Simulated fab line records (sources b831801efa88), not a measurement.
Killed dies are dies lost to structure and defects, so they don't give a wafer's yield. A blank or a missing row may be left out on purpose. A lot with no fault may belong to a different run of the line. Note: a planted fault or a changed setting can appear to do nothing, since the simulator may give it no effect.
fab line records	flow sky130	part 1 of 2: steps 1 to 25 of 36
record: lots: 5	wafers: 15	lastDay: 50
route steps=708 shown CAP2M@616 METAL4@621 VIA4@639
lots with no fault: from the same line, run without faults
startH: hours from the record's first day to the start of the lot's first wafer shown	waitH: how many hours have passed since the lot's step before this one	" same as the row above	L1.1+2: one row covering several wafers at once	- no value present, or no start provided	* or withheld: withheld	< > ~ a bound
route shown NAME@n: names a module that has steps shown in the file, with the first one's number in the route	usual: mean and standard deviation over wafers with no fault	same: alike in all rows	chamber/n: place in a boat	sites: per-site readings	_std_site: their standard deviation	_edge_site: inner sites' mean taken away from outer sites' mean	radiusMm: for every site, how far away it sits from the centre of the wafer	mask NAME#n: copy n	behind: the tool/chamber that last shaped the wafer	hold: cause of the lot's hold/its duration in hours/its outcome	device: whichever transistor did not switch (one of n, p or np)	end of line: the tests these same wafers got at the end of their route	a step with no rows: only its recipe	killed: dies lost to structure and defects at the first sort, not the wafer's yield	map: a wafer's dies, x killed, . not, _ none there
set.NAME: setting as actually run; set.NAME@STEP: the setting as run at that earlier step	model.NAME: the simulator's own value behind a step, which no gauge read
certain route steps with their lots: each step a table, each wafer a row
services: when a tool's chamber went out of use (startH, in hours from the record's first day, below 0 if earlier), for how many hours, and the reason
== steps ==
step: SKY_CAP2M_METAL_ETCH_13
recipe: targetDepthNm: 220	stopOn: SiO2	chemistry: Cl2/BCl3	target: TiN	pressureMtorr: 10	icpW: 900	biasW: 48.5	Cl2_flow_sccm: 60	bcl3FlowSccm: 30	timeS: 62.9
usual: drypumpMotorCurrentA: 5.9/0.38	oesProductAu: 0.942/0.007	throttleValvePct: 21.902/0.0096
lot.wafer	tool	chamber	startH	waitH	drypumpMotorCurrentA	oesProductAu	rfHoursCounterH	throttleValvePct
L077.1	rieMetal-01	1	974.51	0.0	6.0	0.941	7	21.888
L077.3	"	1	"	"	6.1	0.951	-	21.901
L077.6	"	0	"	"	5.5	0.945	-	21.908
L089.1	rieMetal-01	1	1049.80	0.0	6.0	0.949	10	21.913
L089.4	"	1	"	"	6.0	0.943	-	21.902
L089.6	"	0	"	"	5.5	0.935	-	21.907
L092.3	rieMetal-03	0	1069.78	0.0	5.7	0.934	-	21.911
L092.4	"	1	"	"	5.7	0.937	-	21.902
L092.5	"	0	"	"	5.7	0.933	-	21.894
L093.2	rieMetal-03	0	1073.96	0.0	5.7	0.944	21	21.906
L093.3	"	0	"	"	5.7	0.943	-	21.906
L093.6	"	0	"	"	5.7	0.945	-	21.917
L097.1	rieMetal-04	0	1105.71	0.0	5.9	0.928	23	21.910
L097.2	"	1	"	"	6.7	0.938	11	21.908
L097.6	"	1	"	"	6.7	0.940	-	21.896
step: SKY_CAP2M_STRIP_14
recipe: chemistry: O2/N2	powerW: 1400	pressureMtorr: 1500	platenTempC: withheld	o2FlowSccm: 3000	n2FlowSccm: 300	overashFraction: 0.5
usual: drypumpMotorCurrentA: 5.5/0.45	oesProductAu: 0.710/0.0047	stripTimeToEndpointS: 12.65/0.056
lot.wafer	tool	chamber	startH	waitH	drypumpMotorCurrentA	oesProductAu	rfHoursCounterH	stripTimeToEndpointS
L077.1	plasmaAsher-03	1	974.59	0.1	5.0	0.712	84	12.67
L077.3	"	0	"	"	4.8	0.713	-	12.64
L077.6	"	0	"	"	4.9	0.715	-	12.62
L089.1	plasmaAsher-03	0	1049.88	0.1	4.8	0.712	92	12.75
L089.4	"	1	"	"	5.0	0.719	-	12.78
L089.6	"	1	"	"	5.0	0.711	-	12.69
L092.3	plasmaAsher-04	0	1069.86	0.1	5.7	0.714	-	12.63
L092.4	"	1	"	"	5.7	0.707	-	12.64
L092.5	"	1	"	"	5.7	0.717	-	12.64
L093.2	plasmaAsher-01	0	1074.04	0.1	6.0	0.710	1	12.62
L093.3	"	1	"	"	5.7	0.711	-	12.65
L093.6	"	1	"	"	5.7	0.717	-	12.63
L097.1	plasmaAsher-03	0	1105.79	0.1	4.8	0.712	98	12.51
L097.2	"	1	"	"	5.0	0.707	98	12.58
L097.6	"	1	"	"	5.0	0.717	-	12.55
step: SKY_CAP2M_STRIP_15
recipe: chemistry: postEtchResidueRemover	timeS: 1200	tempC: 72.5
lot.wafer	tool	chamber	startH	waitH
L077.1+3+6	wetBench-03	1	974.69	0.1
L089.1+4+6	wetBench-03	2	1049.98	0.1
L092.3+4+5	wetBench-02	2	1069.93	0.0
L093.2+3+6	wetBench-03	2	1074.14	0.1
L097.1+2+6	wetBench-02	3	1105.89	0.1
step: SKY_CAP2M_CLEAN_16
recipe: chemistry: IPA	timeS: 180	tempC: 25
lot.wafer	tool	chamber	startH	waitH
L077.1+3+6	wetBench-02	1	975.03	0.0
L089.1+4+6	wetBench-04	0	1050.32	0.0
L092.3+4+5	wetBench-03	2	1070.27	0.0
L093.2+3+6	wetBench-02	3	1074.48	0.0
L097.1+2+6	wetBench-04	3	1106.26	0.0
step: SKY_CAP2M_CLEAN_17
recipe: chemistry: O3/DIW	dry: n2Spin
lot.wafer	tool	chamber	startH	waitH
L077.1+3+6	wetBench-03	3	975.09	0.0
L089.1+4+6	wetBench-02	3	1050.38	0.0
L092.3+4+5	wetBench-04	1	1070.33	0.0
L093.2+3+6	wetBench-03	3	1074.55	0.0
L097.1+2+6	wetBench-02	2	1106.32	0.0
step: SKY_METAL4_DEHYDRATE_05
recipe: tempC: 200	timeS: 60
usual: exhaustPa: 45.0/0.96
lot.wafer	tool	chamber	startH	waitH	exhaustPa
L077.1	lithoTrack-02	0	986.71	11.5	45.2
L077.3	"	0	"	"	43.9
L077.6	"	0	"	"	43.7
L089.1	lithoTrack-03	0	1060.56	10.1	44.8
L089.4	"	0	"	"	46.6
L089.6	"	0	"	"	46.6
L092.3	lithoTrack-01	0	1080.47	10.0	44.7
L092.4	"	0	"	"	43.0
L092.5	"	0	"	"	43.9
L093.2	lithoTrack-03	0	1084.29	9.7	46.6
L093.3	"	0	"	"	45.7
L093.6	"	0	"	"	45.9
L097.1	lithoTrack-03	0	1115.51	9.1	45.5
L097.2	"	0	"	"	46.2
L097.6	"	0	"	"	45.6
step: SKY_METAL4_HMDS_06
recipe: primeTimeS: 60	primeTempC: 120
usual: exhaustPa: 44.7/0.88
lot.wafer	tool	chamber	startH	waitH	exhaustPa
L077.1	lithoTrack-02	0	986.86	0.1	44.4
L077.3	"	0	"	"	44.8
L077.6	"	0	"	"	44.5
L089.1	lithoTrack-03	0	1060.71	0.1	45.0
L089.4	"	0	"	"	45.3
L089.6	"	0	"	"	45.4
L092.3	lithoTrack-01	0	1080.62	0.1	43.5
L092.4	"	0	"	"	43.5
L092.5	"	0	"	"	43.9
L093.2	lithoTrack-03	0	1084.44	0.1	46.1
L093.3	"	0	"	"	45.4
L093.6	"	0	"	"	46.4
L097.1	lithoTrack-03	0	1115.66	0.1	45.2
L097.2	"	0	"	"	44.6
L097.6	"	0	"	"	43.9
step: SKY_METAL4_COAT_07
recipe: resist: BARC	tempC: withheld	timeS: withheld	spinRpm: 3000	resistThkNm: 60
usual: exhaustPa: 44.7/0.93
lot.wafer	tool	chamber	startH	waitH	exhaustPa
L077.1	lithoTrack-02	0	987.01	0.1	42.3
L077.3	"	0	"	"	43.6
L077.6	"	0	"	"	45.1
L089.1	lithoTrack-03	0	1060.86	0.1	43.5
L089.4	"	0	"	"	44.0
L089.6	"	0	"	"	44.4
L092.3	lithoTrack-01	0	1080.77	0.1	44.1
L092.4	"	0	"	"	43.8
L092.5	"	0	"	"	45.1
L093.2	lithoTrack-03	0	1084.59	0.1	42.8
L093.3	"	0	"	"	42.6
L093.6	"	0	"	"	43.6
L097.1	lithoTrack-03	0	1115.81	0.1	43.7
L097.2	"	0	"	"	44.2
L097.6	"	0	"	"	45.0
step: SKY_METAL4_COAT_08
recipe: resist: KrF-thick	spinRpm: 3000	resistThkNm: 1140
usual: exhaustPa: 45.0/0.83
lot.wafer	tool	chamber	startH	waitH	exhaustPa
L077.1	lithoTrack-02	0	-	-	44.2
L077.3	"	0	"	"	45.1
L077.6	"	0	"	"	44.3
L089.1	lithoTrack-03	0	-	-	46.4
L089.4	"	0	"	"	44.9
L089.6	"	0	"	"	45.7
L092.3	lithoTrack-01	0	-	-	44.7
L092.4	"	0	"	"	44.9
L092.5	"	0	"	"	43.3
L093.2	lithoTrack-03	0	-	-	45.7
L093.3	"	0	"	"	44.4
L093.6	"	0	"	"	45.4
L097.1	lithoTrack-03	0	-	-	45.1
L097.2	"	0	"	"	45.5
L097.6	"	0	"	"	44.0
step: SKY_METAL4_SOFTBAKE_09
recipe: tempC: 100	timeS: 90	resist: KrF-thick
usual: exhaustPa: 45.2/0.87
lot.wafer	tool	chamber	startH	waitH	exhaustPa
L077.1	lithoTrack-02	0	-	-	45.7
L077.3	"	0	"	"	44.8
L077.6	"	0	"	"	45.9
L089.1	lithoTrack-03	0	-	-	45.6
L089.4	"	0	"	"	44.8
L089.6	"	0	"	"	45.5
L092.3	lithoTrack-01	0	-	-	45.9
L092.4	"	0	"	"	45.8
L092.5	"	0	"	"	45.2
L093.2	lithoTrack-03	0	-	-	43.0
L093.3	"	0	"	"	43.2
L093.6	"	0	"	"	44.5
L097.1	lithoTrack-03	0	-	-	45.9
L097.2	"	0	"	"	45.0
L097.6	"	0	"	"	46.0
step: SKY_METAL4_EXPOSE_10
recipe: maskId: MM4	na: 0.68	sourceShape: annular	sigmaInner: 0.4	sigmaOuter: 0.8	targetCdNm: 300	doseMj: 28
usual: exposureDoseMJCm2: 27.851/0.03
lot.wafer	tool	chamber	startH	waitH	mask	exposureDoseMJCm2
L077.1	krfScanner-02	0	-	-	MM4#0	27.825
L077.3	"	0	"	"	MM4#0	27.763
L077.6	"	0	"	"	MM4#0	27.831
L089.1	krfScanner-01	0	-	-	MM4#0	27.830
L089.4	"	0	"	"	MM4#0	27.868
L089.6	"	0	"	"	MM4#0	27.835
L092.3	krfScanner-01	0	-	-	MM4#0	27.887
L092.4	"	0	"	"	MM4#0	27.875
L092.5	"	0	"	"	MM4#0	27.846
L093.2	krfScanner-01	0	-	-	MM4#0	27.821
L093.3	"	0	"	"	MM4#0	27.875
L093.6	"	0	"	"	MM4#0	27.849
L097.1	krfScanner-02	0	-	-	MM4#0	27.839
L097.2	"	0	"	"	MM4#0	27.859
L097.6	"	0	"	"	MM4#0	27.844
step: SKY_METAL4_PEB_11
recipe: pebTempC: withheld	pebTimeS: withheld	resist: KrF-thick
usual: exhaustPa: 45.2/0.86
lot.wafer	tool	chamber	startH	waitH	exhaustPa
L077.1	lithoTrack-01	0	-	-	46.1
L077.3	"	0	"	"	45.1
L077.6	"	0	"	"	45.4
L089.1	lithoTrack-01	0	-	-	44.1
L089.4	"	0	"	"	45.9
L089.6	"	0	"	"	45.8
L092.3	lithoTrack-01	0	-	-	44.6
L092.4	"	0	"	"	44.5
L092.5	"	0	"	"	44.1
L093.2	lithoTrack-03	0	-	-	45.3
L093.3	"	0	"	"	43.3
L093.6	"	0	"	"	44.5
L097.1	lithoTrack-03	0	-	-	46.2
L097.2	"	0	"	"	45.3
L097.6	"	0	"	"	46.5
step: SKY_METAL4_DEVELOP_12
recipe: developTimeS: 60	resist: KrF-thick	devTempC: 22.05
usual: exhaustPa: 44.8/0.85
lot.wafer	tool	chamber	startH	waitH	exhaustPa
L077.1	lithoTrack-01	0	-	-	45.0
L077.3	"	0	"	"	45.5
L077.6	"	0	"	"	45.6
L089.1	lithoTrack-01	0	-	-	45.1
L089.4	"	0	"	"	44.4
L089.6	"	0	"	"	45.3
L092.3	lithoTrack-01	0	-	-	45.2
L092.4	"	0	"	"	43.9
L092.5	"	0	"	"	44.8
L093.2	lithoTrack-03	0	-	-	43.8
L093.3	"	0	"	"	44.6
L093.6	"	0	"	"	45.1
L097.1	lithoTrack-03	0	-	-	42.9
L097.2	"	0	"	"	43.9
L097.6	"	0	"	"	43.5
step: SKY_METAL4_CD_MEAS_13
recipe: targetCdNm: 300
usual: cdNm: 300.2/1.7
lot.wafer	tool	chamber	startH	waitH	cdNm
L077.1	cdSem-02	-	999.12	-	301.6
L077.3	"	-	"	"	300.2
L077.6	"	-	"	"	301.4
L089.1	cdSem-02	-	1071.52	-	297.8
L089.4	"	-	"	"	298.4
L089.6	"	-	"	"	298.3
L092.3	cdSem-01	-	1091.56	-	301.4
L092.4	"	-	"	"	303.6
L092.5	"	-	"	"	302.3
L093.2	cdSem-01	-	1094.68	-	299.7
L093.3	"	-	"	"	299.4
L093.6	"	-	"	"	300.0
L097.1	cdSem-01	-	1126.36	-	298.4
L097.2	"	-	"	"	299.0
L097.6	"	-	"	"	298.9
step: SKY_METAL4_OVL_MEAS_14
usual: METAL4_OVL: -1/6.2
lot.wafer	tool	chamber	startH	waitH	METAL4_OVL[nm]
L077.1	overlay-01	-	999.24	0.1	-8
L077.3	"	-	"	"	-4
L077.6	"	-	"	"	0
L089.1	overlay-02	-	1071.64	0.1	-8
L089.4	"	-	"	"	2
L089.6	"	-	"	"	-3
L092.3	overlay-02	-	1091.65	0.1	-11
L092.4	"	-	"	"	-1
L092.5	"	-	"	"	-4
L093.2	overlay-02	-	1094.79	0.1	-11
L093.3	"	-	"	"	-9
L093.6	"	-	"	"	-5
L097.1	overlay-02	-	1126.48	0.1	8
L097.2	"	-	"	"	-3
L097.6	"	-	"	"	1
step: SKY_METAL4_DESCUM_15
recipe: chemistry: O2	sourcePowerW: 150	biasPowerW: 0	pressureMtorr: 10	tempC: 40	timeS: 8
usual: drypumpMotorCurrentA: 5.9/0.35	oesProductAu: 1.001/0.011
lot.wafer	tool	chamber	startH	waitH	drypumpMotorCurrentA	oesProductAu	rfHoursCounterH
L077.1	rieMetal-04	1	999.28	0.0	6.7	0.990	3
L077.3	"	1	"	"	6.7	0.984	-
L077.6	"	0	"	"	5.9	1.012	-
L089.1	rieMetal-03	1	1071.68	0.0	5.7	0.983	13
L089.4	"	0	"	"	5.7	0.996	-
L089.6	"	1	"	"	5.7	0.986	-
L092.3	rieMetal-03	0	1091.69	0.0	5.7	1.011	-
L092.4	"	1	"	"	5.7	0.983	-
L092.5	"	0	"	"	5.8	0.998	-
L093.2	rieMetal-04	1	1094.82	0.0	6.7	0.999	10
L093.3	"	1	"	"	6.7	0.995	-
L093.6	"	0	"	"	5.9	1.012	-
L097.1	rieMetal-03	0	1126.52	0.0	5.7	1.011	25
L097.2	"	1	"	"	5.7	0.996	17
L097.6	"	1	"	"	5.7	0.993	-
step: SKY_METAL4_ETCH_16
recipe: chemistry: N2/H2	target: BARC	ionEnergyEv: 200	biasW: 100	pressureMtorr: 30	n2FlowSccm: 100	h2FlowSccm: 200	icpW: 500	stopOn: SiO2	timeS: 88.2	targetDepthA: 600
usual: drypumpMotorCurrentA: 5.9/0.35	h2FlowSccm: 200.1/0.58	oesProductAu: 0.625/0.0044	throttleValvePct: 13.205/0.0095
lot.wafer	tool	chamber	startH	waitH	drypumpMotorCurrentA	h2FlowSccm	oesProductAu	rfHoursCounterH	throttleValvePct
L077.1	rieMetal-04	1	999.31	0.0	6.7	199.5	0.624	3	13.204
L077.3	"	1	"	"	6.7	200.0	0.619	-	13.203
L077.6	"	0	"	"	5.9	201.7	0.625	-	13.215
L089.1	rieMetal-03	1	1071.71	0.0	5.7	201.2	0.632	13	13.202
L089.4	"	0	"	"	5.7	199.7	0.625	-	13.220
L089.6	"	1	"	"	5.7	200.6	0.625	-	13.197
L092.3	rieMetal-03	0	1091.74	0.0	5.7	200.2	0.627	-	13.206
L092.4	"	1	"	"	5.7	199.0	0.633	-	13.198
L092.5	"	0	"	"	5.8	200.1	0.623	-	13.205
L093.2	rieMetal-04	1	1094.85	0.0	6.7	200.8	0.625	10	13.193
L093.3	"	1	"	"	6.8	200.3	0.631	-	13.202
L093.6	"	0	"	"	5.9	201.3	0.628	-	13.191
L097.1	rieMetal-03	0	1126.55	0.0	5.8	200.5	0.622	25	13.208
L097.2	"	1	"	"	5.7	200.7	0.627	17	13.224
L097.6	"	1	"	"	5.7	199.9	0.619	-	13.190
step: SKY_METAL4_ETCH_17
recipe: target: SiO2	stopOn: TiN	chemistry: C4F8/O2/Ar	sourceW: 1500	biasW: 1200	pressureMtorr: 40	c4f8FlowSccm: withheld	O2_flow_sccm: 6	Ar_flow_sccm: 300	timeS: 3.9	targetDepthA: 150
usual: oesProductAu: 0.752/0.0079
lot.wafer	tool	chamber	startH	waitH	oesProductAu	rfHoursCounterH
L077.1	rieDiel-03	0	999.41	0.1	0.742	14
L077.3	"	2	"	"	0.749	24
L077.6	"	0	"	"	0.748	-
L089.1	rieDiel-02	1	1071.81	0.1	0.751	17
L089.4	"	0	"	"	0.757	6
L089.6	"	2	"	"	0.763	-
L092.3	rieDiel-04	0	1091.81	0.0	0.759	10
L092.4	"	3	"	"	0.746	17
L092.5	"	0	"	"	0.775	-
L093.2	rieDiel-02	0	1094.95	0.1	0.755	7
L093.3	"	2	"	"	0.760	16
L093.6	"	1	"	"	0.765	-
L097.1	rieDiel-03	2	1126.65	0.1	0.752	28
L097.2	"	1	"	"	0.752	10
L097.6	"	0	"	"	0.769	-
step: SKY_METAL4_METAL_ETCH_18
recipe: targetDepthA: 8450	stopOn: SiO2	overEtchFrac: 0.3	timeS: 183.1	chemistry: Cl2/BCl3	resistSidewallDeg: 88	pressureMtorr: 10	icpW: 900	biasW: 48.5	Cl2_flow_sccm: 60	bcl3FlowSccm: 30
usual: drypumpMotorCurrentA: 6.0/0.39	oesProductAu: 0.866/0.0069	throttleValvePct: 22.264/0.0097
lot.wafer	tool	chamber	startH	waitH	drypumpMotorCurrentA	oesProductAu	rfHoursCounterH	throttleValvePct
L077.1	rieMetal-02	1	999.43	0.0	6.0	0.861	15	22.266
L077.3	"	0	"	"	5.6	0.858	-	22.264
L077.6	"	0	"	"	5.7	0.866	-	22.239
L089.1	rieMetal-04	0	1071.83	0.0	5.9	0.875	21	22.277
L089.4	"	1	"	"	6.7	0.865	-	22.270
L089.6	"	0	"	"	5.9	0.855	-	22.256
L092.3	rieMetal-04	0	1091.89	0.1	5.9	0.872	-	22.274
L092.4	"	1	"	"	6.7	0.864	-	22.272
L092.5	"	0	"	"	5.9	0.863	-	22.278
L093.2	rieMetal-03	1	1094.97	0.0	5.7	0.862	15	22.264
L093.3	"	1	"	"	5.7	0.859	-	22.270
L093.6	"	1	"	"	5.7	0.865	-	22.256
L097.1	rieMetal-02	0	1126.67	0.0	5.7	0.860	17	22.259
L097.2	"	1	"	"	6.0	0.866	23	22.274
L097.6	"	0	"	"	5.7	0.858	-	22.285
step: SKY_METAL4_STRIP_19
recipe: chemistry: O2/N2	powerW: 1400	pressureMtorr: 1500	platenTempC: withheld	o2FlowSccm: 3000	n2FlowSccm: 300	overashFraction: 0.5
usual: drypumpMotorCurrentA: 5.4/0.44	oesProductAu: 0.503/0.0058	stripTimeToEndpointS: 6.56/0.093
lot.wafer	tool	chamber	startH	waitH	drypumpMotorCurrentA	oesProductAu	rfHoursCounterH	stripTimeToEndpointS
L077.1	plasmaAsher-02	0	999.60	0.1	6.1	0.513	56	6.70
L077.3	"	1	"	"	5.4	0.505	-	6.54
L077.6	"	0	"	"	6.1	0.508	-	6.51
L089.1	plasmaAsher-02	0	1072.00	0.1	6.1	0.497	63	6.49
L089.4	"	0	"	"	6.1	0.511	-	6.69
L089.6	"	1	"	"	5.5	0.497	-	6.53
L092.3	plasmaAsher-04	1	1092.04	0.1	5.7	0.485	-	6.48
L092.4	"	0	"	"	5.6	0.508	-	6.58
L092.5	"	1	"	"	5.7	0.499	-	6.46
L093.2	plasmaAsher-04	0	1095.15	0.1	5.6	0.502	37	6.62
L093.3	"	1	"	"	5.7	0.501	-	6.59
L093.6	"	1	"	"	5.6	0.515	-	6.69
L097.1	plasmaAsher-02	1	1126.85	0.1	5.5	0.492	68	6.53
L097.2	"	0	"	"	6.1	0.497	68	6.56
L097.6	"	1	"	"	5.5	0.508	-	6.62
step: SKY_METAL4_STRIP_20
recipe: chemistry: postEtchResidueRemover	timeS: 1200	tempC: 72.5
lot.wafer	tool	chamber	startH	waitH
L077.1+3+6	wetBench-01	0	999.70	0.1
L089.1+4+6	wetBench-04	2	1072.10	0.1
L092.3+4+5	wetBench-04	3	1092.10	0.0
L093.2+3+6	wetBench-01	2	1095.25	0.1
L097.1+2+6	wetBench-04	1	1126.95	0.1
step: SKY_METAL4_CLEAN_21
recipe: chemistry: IPA	timeS: 180	tempC: 25
lot.wafer	tool	chamber	startH	waitH
L077.1+3+6	wetBench-03	2	1000.05	0.0
L089.1+4+6	wetBench-03	1	1072.48	0.0
L092.3+4+5	wetBench-01	0	1092.45	0.0
L093.2+3+6	wetBench-01	1	1095.59	0.0
L097.1+2+6	wetBench-01	0	1127.29	0.0
step: SKY_METAL4_CLEAN_22
recipe: chemistry: O3/DIW	dry: n2Spin
lot.wafer	tool	chamber	startH	waitH
L077.1+3+6	wetBench-04	2	1000.11	0.0
L089.1+4+6	wetBench-04	3	1072.54	0.0
L092.3+4+5	wetBench-03	2	1092.51	0.0
L093.2+3+6	wetBench-01	2	1095.65	0.0
L097.1+2+6	wetBench-01	1	1127.35	0.0
step: SKY_VIA4_HDPCVD_00
recipe: material: SiO2	targetThkNm: 1750	sigmaOpenFrac: 0.3	timeS: 291.7	tempC: 400	sih4FlowSccm: 60	pressureMtorr: 6
lot.wafer	tool	chamber	startH	waitH
L077.1+3+6	hdpcvd-01	0,2,1	1000.20	0.0
L089.1+4+6	hdpcvd-02	2,2,0	1072.64	0.0
L092.3+4+5	hdpcvd-02	1,0,2	1092.60	0.0
L093.2+3+6	hdpcvd-01	0,2,0	1095.74	0.0
L097.1+2+6	hdpcvd-02	1,0,0	1127.44	0.0
step: SKY_VIA4_THK_MEAS_01
recipe: reads: SiO2_of_VIA4_HDPCVD_00
usual: VIA4_HDPCVD_THK: 1756/16
lot.wafer	tool	chamber	startH	waitH	VIA4_HDPCVD_THK[nm]
L077.1	filmMetro-01	-	1000.38	0.1	1747
L077.3	"	-	"	"	1780
L077.6	"	-	"	"	1749
L089.1	filmMetro-03	-	1072.81	0.1	1743
L089.4	"	-	"	"	1743
L089.6	"	-	"	"	1744
L092.3	filmMetro-04	-	1092.80	0.1	1762
L092.4	"	-	"	"	1773
L092.5	"	-	"	"	1756
L093.2	filmMetro-04	-	1095.93	0.1	1733
L093.3	"	-	"	"	1739
L093.6	"	-	"	"	1738
L097.1	filmMetro-04	-	1127.62	0.1	1721
L097.2	"	-	"	"	1757
L097.6	"	-	"	"	1735
